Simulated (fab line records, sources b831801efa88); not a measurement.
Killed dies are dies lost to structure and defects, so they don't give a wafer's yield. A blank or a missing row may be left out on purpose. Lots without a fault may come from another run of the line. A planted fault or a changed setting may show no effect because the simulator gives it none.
Tool commonality check | flow gf180mcu | 10 lots, 39 wafers sampled

WHY IT WAS OPENED
At GF_V3_RS_MEAS_24 the reading V3_W_RS is flagged on 3 of 10 lots. Wafers without a fault read 0.326 ohm/sq, standard deviation 0.0031.
Rule: a lot is flagged when every wafer of it that has a number lies more than 4 standard deviations from that mean, or none has a number. The other lots count as sound.

lot  | measured     | on            | V3_W_RS (ohm/sq), wafer by wafer    | flag
L440 | day 22 13:38 | film_metro-04 | 0.328 0.332 0.331                   |
L441 | day 22 20:46 | film_metro-01 | 0.330 0.331 0.332                   |
L444 | day 24 01:56 | film_metro-03 | 0.325 0.321 0.323                   |
L448 | day 25 15:16 | film_metro-04 | 0.264 0.266 0.266 0.265 0.266 0.266 | FLAGGED
L449 | day 25 20:07 | film_metro-01 | 0.262 0.266 0.265 0.263 0.266 0.265 | FLAGGED
L450 | day 26 10:58 | film_metro-03 | 0.263 0.263 0.264 0.263 0.262 0.265 | FLAGGED
L458 | day 28 16:23 | film_metro-03 | 0.332 0.324 0.329                   |
L459 | day 28 20:27 | film_metro-01 | 0.324 0.321 0.327                   |
L460 | day 29 02:38 | film_metro-04 | 0.320 0.322 0.319                   |
L461 | day 29 09:14 | film_metro-03 | 0.329 0.325 0.329                   |
The numbers of the flagged lots are 0.264 ohm/sq on average: -0.062 ohm/sq against the usual, or -20 standard deviations.

WHICH TOOL RAN EACH LOT
The record holds 2 process steps before the reading, out of a route of 602 steps. In each cell: the tool, then ch and the chambers that the sampled wafers went through, then the start.
lot  | flag    | GF_M2_SPUTTER_03             | GF_V3_CVD_23
L440 |         | pvd_sputter-03, day 18 10:43 | cvd_w-02 ch 0,1, day 22 13:31
L441 |         | pvd_sputter-01, day 18 18:44 | cvd_w-02 ch 0,1, day 22 20:40
L444 |         | pvd_sputter-03, day 19 23:42 | cvd_w-01 ch 0,1, day 24 01:49
L448 | FLAGGED | pvd_sputter-01, day 21 14:41 | cvd_w-01 ch 0,1, day 25 15:08
L449 | FLAGGED | pvd_sputter-01, day 21 20:50 | cvd_w-01 ch 0,1, day 25 20:01
L450 | FLAGGED | pvd_sputter-03, day 22 13:35 | cvd_w-01 ch 0,1, day 26 10:52
L458 |         | pvd_sputter-03, day 25 00:04 | cvd_w-02 ch 0,1, day 28 16:16
L459 |         | pvd_sputter-02, day 25 05:56 | cvd_w-01 ch 0,1, day 28 20:20
L460 |         | pvd_sputter-02, day 25 11:37 | cvd_w-01 ch 0,1, day 29 02:32
L461 |         | pvd_sputter-01, day 25 18:10 | cvd_w-02 ch 0,1, day 29 09:08
What these steps do:
- GF_M2_SPUTTER_03: material Ti, target thk 10 nm, time 6.7 s.
- GF_V3_CVD_23: deposits W, target thk 350 nm, time 104.9 s.
- GF_V3_RS_MEAS_24: measures by four-point-probe.

FLAGGED OVER TOTAL, TOOL BY TOOL (the gauges that took the reading come last)
step             | tool           | lots run | flagged | share of the flagged lots | sound lots run after its first flagged lot
GF_M2_SPUTTER_03 | pvd_sputter-01 | 4        | 2       | some                      | 1 (L461)
GF_M2_SPUTTER_03 | pvd_sputter-02 | 2        | 0       | none                      | -
GF_M2_SPUTTER_03 | pvd_sputter-03 | 4        | 1       | some                      | 1 (L458)
GF_V3_CVD_23     | cvd_w-01       | 6        | 3       | all                       | 2 (L459,L460)
GF_V3_CVD_23     | cvd_w-02       | 4        | 0       | none                      | -
GF_V3_RS_MEAS_24 | film_metro-01  | 3        | 1       | some                      | 1 (L459)
GF_V3_RS_MEAS_24 | film_metro-03  | 4        | 1       | some                      | 2 (L458,L461)
GF_V3_RS_MEAS_24 | film_metro-04  | 3        | 1       | some                      | 1 (L460)

WHAT THE TABLE ALLOWS
1 row of the table ran every flagged lot: cvd_w-01 at GF_V3_CVD_23.
- cvd_w-01 at GF_V3_CVD_23: 3 of its 6 lots flagged. Sound lots ran on it after the first flagged one (L459, L460), which a lasting fault on the whole tool wouldn't allow. Its own readings lie more than 4 standard deviations out on every wafer of the flagged lots: susceptor_temp_C.
No row of the table ran every flagged lot and no sound lot after the first.

WHAT THE SIMULATOR HAD PUT IN
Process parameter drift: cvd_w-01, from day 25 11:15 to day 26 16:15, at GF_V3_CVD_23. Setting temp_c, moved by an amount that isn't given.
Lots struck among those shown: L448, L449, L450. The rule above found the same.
